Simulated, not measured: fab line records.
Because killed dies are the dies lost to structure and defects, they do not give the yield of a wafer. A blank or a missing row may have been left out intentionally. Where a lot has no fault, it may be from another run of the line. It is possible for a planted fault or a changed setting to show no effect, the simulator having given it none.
fab line records	flow sky130
[record] lots = 12	wafers = 36	last-day = 48
route steps=708 shown NWELL@66 PWDE@84 VT_ADJUST_PCH@152 POLY_GATE@227 PAD_OPEN@708
lots that met no fault: from a run of the same line without faults
start-h: hours from the record's opening day to when the first of the lot's shown wafers began	wait-h: how many hours have passed since the lot's step before this one	" identical to the entry in the row above	L1.1+2: one row covering several wafers at once	- no value, or no start given	* or withheld: withheld	< > ~ a bound
route shown NAME@n: names a module that has steps shown in the file, with the first one's number in the route	usual: the fault-free wafers' mean and standard deviation	same: alike in all rows	chamber/n: place in a boat	sites: each site's reading	_std_site: their standard deviation	_edge_site: outer sites' mean less inner sites'	radius-mm: how far each site lies from the wafer's centre	mask NAME#n: copy n	behind: the tool/chamber that last shaped the wafer	hold: why the lot was held/for how many hours/how that ended	device: which transistor (n, p or np) failed to switch	end of line: the same wafers' tests at the end of the route	where a step has no rows: the recipe by itself	killed: dies lost to structure and defects at the first sort, not the wafer's yield	map: a wafer's dies, x killed, . not, _ none there
set.NAME: the setting the step ran with; set.NAME@STEP: the setting that earlier step ran with	model.NAME: the simulator's own value behind a step, which no gauge read
steps of the route over a sample of lots; a table a step, a row a wafer
services: when a tool's chamber went out of use (start-h, in hours from the record's first day, below 0 if earlier), for how many hours, and the reason
[[steps]]
[step SKY_NWELL_IMPLANT_13]
[recipe] species = P	energy-kev = 50	dose-cm2 = 7e+11	tilt-deg = withheld
[usual] implant-ion-amu = 31/0
lot.wafer	tool	chamber	start-h	wait-h	implant-ion-amu
L570.3	implanter-02	0	90.47	0.1	31
L570.4	"	0	"	"	31
L570.6	"	0	"	"	31
L571.2	implanter-02	0	95.99	0.1	31
L571.3	"	0	"	"	31
L571.5	"	0	"	"	31
L572.2	implanter-04	0	99.26	0.1	31
L572.4	"	0	"	"	31
L572.6	"	0	"	"	31
L573.2	implanter-02	0	103.81	0.1	31
L573.4	"	0	"	"	31
L573.5	"	0	"	"	31
L574.1	implanter-03	0	109.32	0.1	31
L574.2	"	0	"	"	31
L574.3	"	0	"	"	31
L576.1	implanter-02	0	121.24	0.1	31
L576.4	"	0	"	"	31
L576.5	"	0	"	"	31
L577.1	implanter-04	0	126.02	0.1	31
L577.5	"	0	"	"	31
L577.6	"	0	"	"	31
L578.2	implanter-04	0	131.94	0.1	31
L578.3	"	0	"	"	31
L578.5	"	0	"	"	31
L581.1	implanter-03	0	148.18	0.1	11
L581.4	"	0	"	"	11
L581.5	"	0	"	"	11
L582.1	implanter-03	0	155.22	0.1	11
L582.3	"	0	"	"	11
L582.4	"	0	"	"	11
L583.1	implanter-04	0	163.23	0.1	11
L583.2	"	0	"	"	11
L583.3	"	0	"	"	11
L584.1	implanter-02	0	167.78	0.1	11
L584.4	"	0	"	"	11
L584.6	"	0	"	"	11
[step SKY_NWELL_RS_MEAS_29]
[recipe] thk-meas-gauge = four-point-probe
[usual] NWELL_RS = 625.2/1.7
lot.wafer	tool	chamber	start-h	wait-h	NWELL_RS[ohm/sq]
L570.3	film-metro-02	-	108.09	0.1	627.3
L570.4	"	-	"	"	627.5
L570.6	"	-	"	"	626.4
L571.2	film-metro-02	-	114.45	0.1	626.3
L571.3	"	-	"	"	626.5
L571.5	"	-	"	"	626.5
L572.2	film-metro-02	-	117.62	0.1	626.9
L572.4	"	-	"	"	626.8
L572.6	"	-	"	"	625.9
L573.2	film-metro-01	-	122.07	0.1	627.9
L573.4	"	-	"	"	626.4
L573.5	"	-	"	"	626.5
L574.1	film-metro-02	-	127.80	0.1	626.9
L574.2	"	-	"	"	627.3
L574.3	"	-	"	"	625.2
L576.1	film-metro-03	-	141.28	0.1	625.5
L576.4	"	-	"	"	625.3
L576.5	"	-	"	"	623.8
L577.1	film-metro-03	-	146.65	0.1	624.2
L577.5	"	-	"	"	627.6
L577.6	"	-	"	"	627.3
L578.2	film-metro-03	-	152.17	0.1	628.1
L578.3	"	-	"	"	626.3
L578.5	"	-	"	"	624.9
L581.1	film-metro-01	-	168.95	0.1	-
L581.4	"	-	"	"	-
L581.5	"	-	"	"	-
L582.1	film-metro-02	-	176.15	0.1	-
L582.3	"	-	"	"	-
L582.4	"	-	"	"	-
L583.1	film-metro-02	-	184.73	0.1	-
L583.2	"	-	"	"	-
L583.3	"	-	"	"	-
L584.1	film-metro-02	-	188.59	0.1	-
L584.4	"	-	"	"	-
L584.6	"	-	"	"	-
[step SKY_NWELL_RS_MEAS_31]
[recipe] thk-meas-gauge = four-point-probe
[usual] PWDE_RS = 5281/17
lot.wafer	tool	chamber	start-h	wait-h	PWDE_RS[ohm/sq]
L570.3	film-metro-02	-	108.33	0.1	5279
L570.4	"	-	"	"	5301
L570.6	"	-	"	"	5298
L571.2	film-metro-02	-	114.69	0.1	5302
L571.3	"	-	"	"	5289
L571.5	"	-	"	"	5272
L572.2	film-metro-02	-	117.86	0.1	5283
L572.4	"	-	"	"	5261
L572.6	"	-	"	"	5253
L573.2	film-metro-01	-	122.31	0.1	5284
L573.4	"	-	"	"	5275
L573.5	"	-	"	"	5266
L574.1	film-metro-02	-	128.04	0.1	5279
L574.2	"	-	"	"	5279
L574.3	"	-	"	"	5305
L576.1	film-metro-03	-	141.52	0.1	5252
L576.4	"	-	"	"	5254
L576.5	"	-	"	"	5272
L577.1	film-metro-03	-	146.89	0.1	5276
L577.5	"	-	"	"	5245
L577.6	"	-	"	"	5269
L578.2	film-metro-03	-	152.41	0.1	5308
L578.3	"	-	"	"	5304
L578.5	"	-	"	"	5292
L581.1	film-metro-01	-	169.19	0.1	5270
L581.4	"	-	"	"	5277
L581.5	"	-	"	"	5266
L582.1	film-metro-02	-	176.39	0.1	5294
L582.3	"	-	"	"	5288
L582.4	"	-	"	"	5279
L583.1	film-metro-02	-	184.97	0.1	5254
L583.2	"	-	"	"	5258
L583.3	"	-	"	"	5273
L584.1	film-metro-02	-	188.83	0.1	5302
L584.4	"	-	"	"	5292
L584.6	"	-	"	"	5286
[step SKY_VT_ADJUST_PCH_STRIP_09]
[recipe] chemistry = O2/N2	power-w = 1400	pressure-mtorr = 1500	platen-temp-c = withheld	o2-flow-sccm = 3000	n2-flow-sccm = 300	overash-fraction = 0.5
[usual] drypump-motor-current-A = 5.7/0.37	o2-flow-sccm = 3000/9	oes-product-au = 0.722/0.0052	strip-time-to-endpoint-s = 36.93/0.11
lot.wafer	tool	chamber	start-h	wait-h	drypump-motor-current-A	o2-flow-sccm	oes-product-au	rf-hours-counter-h	strip-time-to-endpoint-s
L570.3	plasma-asher-03	0	232.32	0.1	5.3	2971	0.717	-	36.92
L570.4	"	1	"	"	5.2	3002	0.721	-	37.09
L570.6	"	0	"	"	5.3	2986	0.724	-	37.03
L571.2	plasma-asher-04	0	237.38	0.1	5.7	3001	0.717	11	37.05
L571.3	"	1	"	"	5.8	2997	0.721	-	37.04
L571.5	"	0	"	"	5.7	3009	0.719	-	36.95
L572.2	plasma-asher-04	0	242.33	0.1	5.7	3013	0.720	11	36.92
L572.4	"	1	"	"	5.8	2999	0.720	-	36.94
L572.6	"	0	"	"	5.8	2999	0.727	-	36.97
L573.2	plasma-asher-02	0	246.43	0.1	5.6	3003	0.720	57	37.08
L573.4	"	0	"	"	5.6	2996	0.722	-	37.13
L573.5	"	0	"	"	5.6	3002	0.722	-	37.06
L574.1	plasma-asher-02	1	254.07	0.1	6.4	2994	0.715	58	36.84
L574.2	"	0	"	"	5.7	3006	0.719	58	36.87
L574.3	"	1	"	"	6.4	2981	0.714	-	36.82
L576.1	plasma-asher-03	0	269.03	0.1	5.3	3001	0.724	43	36.99
L576.4	"	0	"	"	5.3	3005	0.722	-	36.94
L576.5	"	0	"	"	5.3	2998	0.730	-	36.87
L577.1	plasma-asher-04	1	276.52	0.1	5.8	3012	0.726	15	36.97
L577.5	"	1	"	"	5.7	3006	0.728	-	37.13
L577.6	"	0	"	"	5.7	2993	0.722	-	36.80
L578.2	plasma-asher-03	1	281.68	0.1	5.2	2997	0.716	44	36.71
L578.3	"	0	"	"	5.3	2992	0.725	-	36.77
L578.5	"	0	"	"	5.3	3016	0.729	-	36.84
L581.1	plasma-asher-03	1	304.53	0.1	5.2	2991	0.725	47	36.95
L581.4	"	0	"	"	5.3	3005	0.718	-	37.07
L581.5	"	1	"	"	5.2	3003	0.718	-	36.99
L582.1	plasma-asher-04	0	316.53	0.1	5.7	3010	0.716	18	36.82
L582.3	"	1	"	"	5.8	3007	0.724	-	36.73
L582.4	"	0	"	"	5.8	2997	0.720	-	36.78
L583.1	plasma-asher-03	1	325.13	0.1	5.2	3001	0.720	48	37.02
L583.2	"	0	"	"	5.3	2993	0.728	48	36.87
L583.3	"	0	"	"	5.3	2992	0.717	-	36.95
L584.1	plasma-asher-02	1	328.38	0.1	6.4	3008	0.729	65	36.99
L584.4	"	0	"	"	5.6	2990	0.726	-	37.07
L584.6	"	1	"	"	6.4	2995	0.724	-	36.84
[step SKY_POLY_GATE_CD_MEAS_13]
[recipe] target-cd-nm = 150
[usual] cd-nm = 150.1/1.2
lot.wafer	tool	chamber	start-h	wait-h	cd-nm
L570.3	cd-sem-02	-	373.14	-	150.5
L570.4	"	-	"	"	151.6
L570.6	"	-	"	"	152.2
L571.2	cd-sem-02	-	378.80	-	151.5
L571.3	"	-	"	"	152.7
L571.5	"	-	"	"	151.5
L572.2	cd-sem-01	-	384.92	-	150.3
L572.4	"	-	"	"	150.2
L572.6	"	-	"	"	150.3
L573.2	cd-sem-02	-	388.02	-	149.8
L573.4	"	-	"	"	150.8
L573.5	"	-	"	"	150.0
L574.1	cd-sem-01	-	400.54	-	151.7
L574.2	"	-	"	"	149.8
L574.3	"	-	"	"	150.7
L576.1	cd-sem-01	-	417.54	-	146.1
L576.4	"	-	"	"	148.7
L576.5	"	-	"	"	147.5
L577.1	cd-sem-01	-	441.40	-	151.1
L577.5	"	-	"	"	150.1
L577.6	"	-	"	"	149.6
L578.2	cd-sem-01	-	441.77	-	152.0
L578.3	"	-	"	"	150.4
L578.5	"	-	"	"	150.4
L581.1	cd-sem-01	-	462.68	-	150.6
L581.4	"	-	"	"	150.8
L581.5	"	-	"	"	150.4
L582.1	cd-sem-02	-	473.84	-	149.0
L582.3	"	-	"	"	148.4
L582.4	"	-	"	"	148.4
L583.1	cd-sem-02	-	486.45	-	150.6
L583.2	"	-	"	"	152.2
L583.3	"	-	"	"	150.0
L584.1	cd-sem-02	-	492.19	-	149.1
L584.4	"	-	"	"	149.6
L584.6	"	-	"	"	149.4
[step SKY_PAD_OPEN_PROBE_99]
[usual] killed_at_M0_to_M3 = 43/8	killed_at_M4_up = 2.9/1.6	killed-at-contacts = 26/5.2	killed-at-front-end = 15/4.3	killed-at-other = 0.3/0.56	killed-dies = 87/10	killed-on-rim = 17/3.7	killed-open = 48/6.9	killed-short = 40/6.5
[same] gross-dies = 492	killed-at-back-side = 0
lot.wafer	tool	chamber	start-h	wait-h	killed_at_M0_to_M3	killed_at_M4_up	killed-at-contacts	killed-at-front-end	killed-at-other	killed-dies	killed-on-rim	killed-open	killed-short
L570.3	prober-02	-	1080.15	0.2	32	3	27	12	0	74	17	43	31
L570.4	prober-02	-	1080.20	0.2	36	2	30	8	1	77	17	37	40
L570.6	prober-02	-	1080.30	0.2	44	5	27	10	1	87	18	56	31
L571.2	prober-01	-	1084.07	0.1	26	5	21	16	0	68	12	38	30
L571.3	prober-01	-	1084.12	0.2	58	3	28	11	0	100	17	52	48
L571.5	prober-01	-	1084.22	0.2	53	3	21	20	0	97	18	59	38
L572.2	prober-02	-	1087.55	0.1	43	2	28	21	0	94	17	47	47
L572.4	prober-02	-	1087.65	0.2	45	1	35	20	1	102	15	58	44
L572.6	prober-02	-	1087.75	0.2	41	1	22	14	1	79	15	44	35
L573.2	prober-01	-	1092.16	0.1	37	1	32	15	0	85	18	44	41
L573.4	prober-01	-	1092.26	0.2	40	5	29	11	0	85	17	48	37
L573.5	prober-01	-	1092.31	0.2	39	4	25	12	0	80	16	42	38
L574.1	prober-02	-	1099.64	0.1	62	4	21	17	0	104	24	56	48
L574.2	prober-02	-	1099.69	0.1	43	4	33	14	0	94	25	44	50
L574.3	prober-02	-	1099.74	0.2	40	2	34	15	3	94	20	50	44
L576.1	prober-01	-	1111.46	0.1	46	2	41	14	0	103	20	56	47
L576.4	prober-01	-	1111.61	0.2	47	2	26	16	1	92	16	46	46
L576.5	prober-01	-	1111.66	0.2	44	1	32	22	0	99	20	51	48
L577.1	prober-02	-	1127.11	0.1	40	3	19	24	0	86	17	51	35
L577.5	prober-02	-	1127.31	0.2	27	1	30	22	0	80	15	46	34
L577.6	prober-02	-	1127.36	0.2	37	2	24	21	0	84	13	50	34
L578.2	prober-01	-	1127.84	0.1	48	5	22	21	0	96	21	47	49
L578.3	prober-01	-	1127.89	0.2	41	3	25	25	0	94	18	45	49
L578.5	prober-01	-	1127.99	0.2	29	1	22	8	2	62	10	32	30
L581.1	prober-02	-	1140.07	0.1	45	4	28	15	0	92	23	53	39
L581.4	prober-02	-	1140.22	0.2	36	3	26	17	1	83	20	40	43
L581.5	prober-02	-	1140.27	0.2	44	6	27	18	0	95	19	49	46
L582.1	prober-01	-	1144.31	0.1	39	3	17	15	1	75	13	45	30
L582.3	prober-01	-	1144.41	0.2	51	2	25	14	1	93	19	53	40
L582.4	prober-01	-	1144.46	0.2	50	3	35	12	0	100	17	66	34
L583.1	prober-02	-	1154.59	0.1	37	4	23	15	0	79	14	40	39
L583.2	prober-02	-	1154.64	0.1	40	2	23	12	0	77	14	44	33
L583.3	prober-02	-	1154.69	0.2	36	1	19	16	0	72	17	39	33
L584.1	prober-02	-	1154.89	0.3	46	3	21	17	0	87	17	45	42
L584.4	prober-02	-	1155.04	0.4	36	3	24	13	1	77	12	39	38
L584.6	prober-02	-	1155.14	0.4	42	4	34	19	0	99	20	50	49
// killed by level:class
L570.3 CONTACT:geometric-particle:open=12 LI_CONTACT:geometric-particle:open=9 VIA2:geometric-particle:open=8 METAL1:geometric-particle:short=5 POLY_GATE:geometric-particle:short=4 METAL3:geometric-particle:short=4 POLY_CUT:geometric-particle:open=3 CONTACT:geometric-particle:short=3
L570.4 LI_CONTACT:geometric-particle:open=10 CONTACT:geometric-particle:open=7 CONTACT:geometric-particle:short=7 METAL1:geometric-particle:short=6 VIA1:geometric-particle:open=6 METAL2:geometric-particle:short=6 LOCAL_INTERCONNECT:geometric-particle:short=3 VIA2:geometric-particle:short=3
L570.6 VIA1:geometric-particle:open=14 CONTACT:geometric-particle:open=10 LI_CONTACT:geometric-particle:open=7 FIELD_ISO:geometric-particle:open=6 VIA2:geometric-particle:open=6 LOCAL_INTERCONNECT:geometric-particle:short=5 VIA3:geometric-particle:open=4 VIA1:geometric-particle:short=4
L571.2 CONTACT:geometric-particle:open=10 LI_CONTACT:geometric-particle:open=6 METAL1:geometric-particle:short=6 FIELD_ISO:geometric-particle:open=5 VIA2:geometric-particle:open=4 METAL4:geometric-particle:short=4 POLY_GATE:geometric-particle:open=3 SPACER:geometric-particle:open=3
L571.3 VIA3:geometric-particle:open=14 METAL1:geometric-particle:short=10 CONTACT:geometric-particle:open=9 LI_CONTACT:geometric-particle:open=7 VIA1:geometric-particle:open=7 FIELD_ISO:geometric-particle:short=6 VIA1:geometric-particle:short=6 METAL2:geometric-particle:short=5
L571.5 VIA1:geometric-particle:open=15 LI_CONTACT:geometric-particle:open=8 VIA3:geometric-particle:open=8 VIA2:geometric-particle:open=7 POLY_GATE:geometric-particle:open=5 CONTACT:geometric-particle:open=5 METAL1:geometric-particle:short=5 VIA1:geometric-particle:short=5
L572.2 VIA1:geometric-particle:open=13 CONTACT:geometric-particle:open=9 LOCAL_INTERCONNECT:geometric-particle:short=7 METAL2:geometric-particle:short=6 FIELD_ISO:geometric-particle:open=5 FIELD_ISO:geometric-particle:short=5 POLY_GATE:geometric-particle:short=5 METAL1:geometric-particle:short=4
L572.4 CONTACT:geometric-particle:open=15 LI_CONTACT:geometric-particle:open=9 VIA1:geometric-particle:open=9 METAL2:geometric-particle:short=7 FIELD_ISO:geometric-particle:short=5 VIA2:geometric-particle:open=5 LOCAL_INTERCONNECT:geometric-particle:short=5 VIA3:geometric-particle:open=5
L572.6 VIA1:geometric-particle:open=9 VIA1:geometric-particle:short=8 VIA2:geometric-particle:open=7 CONTACT:geometric-particle:open=6 FIELD_ISO:geometric-particle:open=5 LI_CONTACT:geometric-particle:open=5 METAL1:geometric-particle:short=5 LOCAL_INTERCONNECT:geometric-particle:short=4
L573.2 CONTACT:geometric-particle:open=10 LI_CONTACT:geometric-particle:open=9 VIA1:geometric-particle:open=7 CONTACT:geometric-particle:short=6 VIA2:geometric-particle:open=6 FIELD_ISO:geometric-particle:open=5 METAL1:geometric-particle:short=5 VIA1:geometric-particle:short=5
L573.4 VIA1:geometric-particle:open=10 CONTACT:geometric-particle:open=10 VIA3:geometric-particle:open=7 LI_CONTACT:geometric-particle:open=6 LOCAL_INTERCONNECT:geometric-particle:short=6 CONTACT:geometric-particle:short=5 METAL1:geometric-particle:short=5 METAL2:geometric-particle:short=5
L573.5 CONTACT:geometric-particle:open=11 VIA1:geometric-particle:open=9 VIA1:geometric-particle:short=7 CONTACT:geometric-particle:short=6 LI_CONTACT:geometric-particle:open=5 VIA2:geometric-particle:short=5 VIA2:geometric-particle:open=5 FIELD_ISO:geometric-particle:open=4
L574.1 VIA1:geometric-particle:open=15 CONTACT:geometric-particle:open=12 VIA1:geometric-particle:short=8 METAL2:geometric-particle:short=8 METAL1:geometric-particle:short=7 POLY_GATE:geometric-particle:open=6 VIA3:geometric-particle:open=6 VIA2:geometric-particle:short=5
L574.2 CONTACT:geometric-particle:open=10 LI_CONTACT:geometric-particle:open=8 VIA1:geometric-particle:open=8 VIA1:geometric-particle:short=8 VIA3:geometric-particle:open=8 CONTACT:geometric-particle:short=7 LOCAL_INTERCONNECT:geometric-particle:short=6 POLY_GATE:geometric-particle:short=4
L574.3 CONTACT:geometric-particle:open=10 LI_CONTACT:geometric-particle:open=7 FIELD_ISO:geometric-particle:open=6 CONTACT:geometric-particle:short=6 VIA2:geometric-particle:open=5 VIA3:geometric-particle:open=5 METAL2:geometric-particle:short=5 METAL1:geometric-particle:short=5
L576.1 CONTACT:geometric-particle:open=15 LI_CONTACT:geometric-particle:open=9 METAL1:geometric-particle:short=9 VIA1:geometric-particle:open=8 LI_CONTACT:geometric-particle:short=7 VIA3:geometric-particle:open=7 METAL2:geometric-particle:short=6 POLY_GATE:geometric-particle:short=5
L576.4 CONTACT:geometric-particle:open=10 VIA2:geometric-particle:open=9 VIA1:geometric-particle:open=8 METAL2:geometric-particle:short=7 FIELD_ISO:geometric-particle:short=6 METAL1:geometric-particle:short=6 VIA1:geometric-particle:short=6 FIELD_ISO:geometric-particle:open=5
L576.5 VIA2:geometric-particle:open=13 CONTACT:geometric-particle:open=9 LI_CONTACT:geometric-particle:open=8 FIELD_ISO:geometric-particle:short=6 LOCAL_INTERCONNECT:geometric-particle:short=6 METAL1:geometric-particle:short=5 VIA2:geometric-particle:short=5 SPACER:geometric-particle:open=4
L577.1 CONTACT:geometric-particle:open=10 FIELD_ISO:geometric-particle:open=9 METAL2:geometric-particle:short=9 VIA2:geometric-particle:open=8 VIA1:geometric-particle:open=7 FIELD_ISO:geometric-particle:short=5 POLY_GATE:geometric-particle:open=5 POLY_GATE:geometric-particle:short=4
L577.5 CONTACT:geometric-particle:open=21 POLY_GATE:geometric-particle:short=7 METAL2:geometric-particle:short=6 POLY_GATE:geometric-particle:open=6 VIA3:geometric-particle:open=5 FIELD_ISO:geometric-particle:short=4 METAL1:geometric-particle:short=4 LOCAL_INTERCONNECT:geometric-particle:short=4
L577.6 CONTACT:geometric-particle:open=13 VIA1:geometric-particle:open=8 FIELD_ISO:geometric-particle:open=6 LI_CONTACT:geometric-particle:open=6 VIA2:geometric-particle:open=5 FIELD_ISO:geometric-particle:short=4 VIA3:geometric-particle:open=4 CONTACT:geometric-particle:short=4
L578.2 VIA1:geometric-particle:short=8 LI_CONTACT:geometric-particle:open=8 VIA1:geometric-particle:open=7 VIA2:geometric-particle:open=7 FIELD_ISO:geometric-particle:open=6 FIELD_ISO:geometric-particle:short=6 VIA3:geometric-particle:open=6 POLY_GATE:geometric-particle:open=5
L578.3 VIA1:geometric-particle:open=8 CONTACT:geometric-particle:open=7 FIELD_ISO:geometric-particle:short=6 VIA3:geometric-particle:open=6 LOCAL_INTERCONNECT:geometric-particle:short=6 CONTACT:geometric-particle:short=6 VIA1:geometric-particle:short=6 FIELD_ISO:geometric-particle:open=5
L578.5 CONTACT:geometric-particle:open=11 POLY_GATE:geometric-particle:short=6 VIA2:geometric-particle:short=6 VIA3:geometric-particle:open=5 CONTACT:geometric-particle:short=4 LI_CONTACT:geometric-particle:open=4 VIA1:geometric-particle:open=4 METAL2:geometric-particle:short=4
L581.1 VIA1:geometric-particle:open=12 CONTACT:geometric-particle:open=9 LI_CONTACT:geometric-particle:open=8 VIA2:geometric-particle:open=8 METAL2:geometric-particle:short=7 VIA3:geometric-particle:open=7 FIELD_ISO:geometric-particle:short=6 CONTACT:geometric-particle:short=6
L581.4 VIA3:geometric-particle:open=8 LI_CONTACT:geometric-particle:open=7 CONTACT:geometric-particle:open=7 CONTACT:geometric-particle:short=6 METAL2:geometric-particle:short=6 SPACER:geometric-particle:short=5 VIA1:geometric-particle:open=5 FIELD_ISO:geometric-particle:short=4
L581.5 VIA1:geometric-particle:open=10 LI_CONTACT:geometric-particle:open=9 CONTACT:geometric-particle:open=9 METAL2:geometric-particle:short=7 VIA3:geometric-particle:short=7 VIA2:geometric-particle:open=6 POLY_GATE:geometric-particle:open=5 METAL4:geometric-particle:short=5
L582.1 VIA1:geometric-particle:open=12 VIA2:geometric-particle:open=7 LI_CONTACT:geometric-particle:open=5 CONTACT:geometric-particle:open=5 POLY_GATE:geometric-particle:short=4 POLY_GATE:geometric-particle:open=4 METAL1:geometric-particle:short=4 VIA3:geometric-particle:open=4
L582.3 VIA2:geometric-particle:open=9 FIELD_ISO:geometric-particle:open=7 VIA3:geometric-particle:open=7 LI_CONTACT:geometric-particle:open=7 CONTACT:geometric-particle:open=7 VIA1:geometric-particle:open=7 VIA1:geometric-particle:short=6 METAL2:geometric-particle:short=5
L582.4 CONTACT:geometric-particle:open=17 VIA1:geometric-particle:open=13 VIA3:geometric-particle:open=10 LI_CONTACT:geometric-particle:open=7 CONTACT:geometric-particle:short=7 VIA3:geometric-particle:short=5 METAL3:geometric-particle:short=4 POLY_GATE:geometric-particle:open=4
L583.1 CONTACT:geometric-particle:open=11 VIA3:geometric-particle:open=7 METAL1:geometric-particle:short=7 VIA1:geometric-particle:open=6 FIELD_ISO:geometric-particle:short=4 VIA2:geometric-particle:open=4 FIELD_ISO:geometric-particle:open=3 LI_CONTACT:geometric-particle:open=3
L583.2 VIA1:geometric-particle:open=14 CONTACT:geometric-particle:open=8 METAL1:geometric-particle:short=7 LI_CONTACT:geometric-particle:open=6 VIA2:geometric-particle:open=6 CONTACT:geometric-particle:short=5 VIA3:geometric-particle:open=5 FIELD_ISO:geometric-particle:short=4
L583.3 VIA1:geometric-particle:open=9 CONTACT:geometric-particle:open=7 VIA3:geometric-particle:open=7 METAL2:geometric-particle:short=6 LOCAL_INTERCONNECT:geometric-particle:short=5 FIELD_ISO:geometric-particle:short=4 LI_CONTACT:geometric-particle:open=4 POLY_GATE:geometric-particle:short=3
L584.1 VIA1:geometric-particle:open=11 METAL2:geometric-particle:short=10 LI_CONTACT:geometric-particle:open=9 METAL1:geometric-particle:short=6 CONTACT:geometric-particle:open=6 FIELD_ISO:geometric-particle:short=5 VIA3:geometric-particle:open=5 FIELD_ISO:geometric-particle:open=4
L584.4 VIA2:geometric-particle:open=7 LI_CONTACT:geometric-particle:open=6 VIA1:geometric-particle:open=6 CONTACT:geometric-particle:open=6 METAL1:geometric-particle:short=6 FIELD_ISO:geometric-particle:short=5 LOCAL_INTERCONNECT:geometric-particle:short=5 CONTACT:geometric-particle:short=4
L584.6 CONTACT:geometric-particle:open=10 METAL1:geometric-particle:short=9 POLY_GATE:geometric-particle:short=8 VIA2:geometric-particle:open=8 VIA1:geometric-particle:open=8 LOCAL_INTERCONNECT:geometric-particle:short=7 VIA3:geometric-particle:open=6 LI_CONTACT:geometric-particle:open=5
[[services]]
tool	chamber	start-h	hours	kind
plasma-asher-04	-	77.84	28.1	pm
implanter-03	-	82.65	0.7	repair
plasma-asher-02	-	98.20	6.0	repair
plasma-asher-04	-	108.75	9.0	pm
plasma-asher-04	0	108.75	9.0	vent-cycle
plasma-asher-04	1	108.75	9.0	vent-cycle
plasma-asher-04	-	111.08	3.7	repair
plasma-asher-04	0	117.75	-	clean
plasma-asher-04	1	117.75	-	clean
plasma-asher-04	-	119.83	3.0	repair
implanter-02	-	152.21	3.5	repair
implanter-02	-	211.35	4.5	repair
implanter-02	-	215.81	3.2	pm
implanter-02	-	220.33	13.1	pm
implanter-04	-	222.99	20.4	pm
implanter-03	-	233.70	1.7	repair
implanter-04	-	248.29	2.4	repair
implanter-02	-	280.70	3.3	repair
implanter-02	-	311.20	4.1	pm
[[key]]
[first-sign] step = SKY_NWELL_IMPLANT_13	reading = implant-ion-amu	direction = down	sigmas = 99+	usual = 31	struck = 11
[effect] step = SKY_NWELL_RS_MEAS_29	reading = NWELL_RS	direction = missing
met-at SKY_NWELL_IMPLANT_13
struck-lots L581,L582,L583,L584
tester-left-out L581,L582,L583,L584
not-acting-at SKY_NWELL_RS_MEAS_31,SKY_VT_ADJUST_PCH_STRIP_09,SKY_POLY_GATE_CD_MEAS_13
onset-between 131.94 148.18
[fault] kind = wrong-recipe-download	tool = implanter-02,implanter-03,implanter-04	chamber = -	onset-h = 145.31	steps = SKY_NWELL_IMPLANT_13	wrong-recipe.not-listed = 1
// tester-left-out: of these lots the tester's yield and bins aren't shown, on N5 and GAA mostly nor the transistor test; their killed dies are dies lost to structure and defects alone, not to doping, threshold or leakage, so they don't give the yield
